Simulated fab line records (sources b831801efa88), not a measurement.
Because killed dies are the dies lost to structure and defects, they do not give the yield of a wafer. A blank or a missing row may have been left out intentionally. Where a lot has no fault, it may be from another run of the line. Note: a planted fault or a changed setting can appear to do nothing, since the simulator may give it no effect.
Which tool was responsible? :: flow gf180mcu :: 21 wafers from 7 lots sampled at 3 of the route's 602 steps

WHAT THE GAUGES SHOWED, per wafer
GF_POLY_GATE_THK_MEAS_01.
lot: L437
measured: day 8 19:53
on: film_metro-02
POLY_GATE_CVD_00_THK (nm): 201.7 202.1 201.9

lot: L439
measured: day 9 08:54
on: film_metro-04
POLY_GATE_CVD_00_THK (nm): 198.6 197.8 198.4

lot: L441
measured: day 10 04:59
on: film_metro-04
POLY_GATE_CVD_00_THK (nm): 201.3 200.3 199.9

lot: L444
measured: day 10 19:23
on: film_metro-02
POLY_GATE_CVD_00_THK (nm): 198.2 199.8 200.0

lot: L446
measured: day 11 12:39
on: film_metro-02
POLY_GATE_CVD_00_THK (nm): 200.4 201.0 201.1

lot: L448
measured: day 12 03:33
on: film_metro-03
POLY_GATE_CVD_00_THK (nm): 218.5 218.9 219.6

lot: L458
measured: day 15 00:10
on: film_metro-03
POLY_GATE_CVD_00_THK (nm): 198.7 196.0 198.0

TOOL THAT RAN EACH LOT (tool first, then ch and the chambers of the sampled wafers, then the start)
lot: L437
GF_VT_IMPLANT_RTA_45: rtp_anneal-02 ch 0, day 7 21:38
GF_POLY_GATE_CVD_00: lpcvd-02 ch 0, day 8 18:33

lot: L439
GF_VT_IMPLANT_RTA_45: rtp_anneal-02 ch 0, day 8 10:46
GF_POLY_GATE_CVD_00: lpcvd-01 ch 1, day 9 07:34

lot: L441
GF_VT_IMPLANT_RTA_45: rtp_anneal-02 ch 0, day 9 05:04
GF_POLY_GATE_CVD_00: lpcvd-02 ch 1, day 10 03:40

lot: L444
GF_VT_IMPLANT_RTA_45: rtp_anneal-02 ch 0, day 9 20:20
GF_POLY_GATE_CVD_00: lpcvd-01 ch 1, day 10 18:01

lot: L446
GF_VT_IMPLANT_RTA_45: rtp_anneal-01 ch 0, day 10 11:31
GF_POLY_GATE_CVD_00: lpcvd-02 ch 1, day 11 11:17

lot: L448
GF_VT_IMPLANT_RTA_45: rtp_anneal-01 ch 0, day 11 03:46
GF_POLY_GATE_CVD_00: lpcvd-02 ch 0, day 12 02:12

lot: L458
GF_VT_IMPLANT_RTA_45: rtp_anneal-01 ch 0, day 13 21:52
GF_POLY_GATE_CVD_00: lpcvd-01 ch 0, day 14 22:50
- GF_VT_IMPLANT_RTA_45: time 30 s.
- GF_POLY_GATE_CVD_00: deposits poly-Si, target thk 200 nm, time 1200 s.

THE ANSWER, worked out from the rows above alone
Rule: the lots themselves supply what counts as usual. Put in order of their means at a reading, lots are off if they are a third of the lots or fewer, leave a main group of 4 or more, and stand apart from it by a gap of 3 or more times the standard deviation of the main group's means; of several such gaps the widest counts. Not used: any main group whose means are identical at the precision the tables above print for the reading. A lot without any number at a reading at which 4 lots or more have one is off too. Any other lot the step has rows for is counted as sound.
Off: at GF_POLY_GATE_THK_MEAS_01 (POLY_GATE_CVD_00_THK), L448. The main group: mean 199.7 nm, standard deviation 1.5.
If a tool, at a process step before that reading, ran all the lots that are off and no sound lot after the first of them, it fits. Those tools and the gauges at GF_POLY_GATE_THK_MEAS_01 are tried in the same way. One fits: GF_POLY_GATE_CVD_00 on lpcvd-02. A fault onset in the window from L446 (day 11 11:17, its last sound lot) to L448 (day 12 02:12, its first lot off) fits.

WHAT HAD BEEN PUT IN BY THE SIMULATOR
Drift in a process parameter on lpcvd-02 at GF_POLY_GATE_CVD_00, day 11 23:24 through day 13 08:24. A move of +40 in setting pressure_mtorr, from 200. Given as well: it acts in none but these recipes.
Lots struck among those shown: L448. The rule given above showed the same thing.
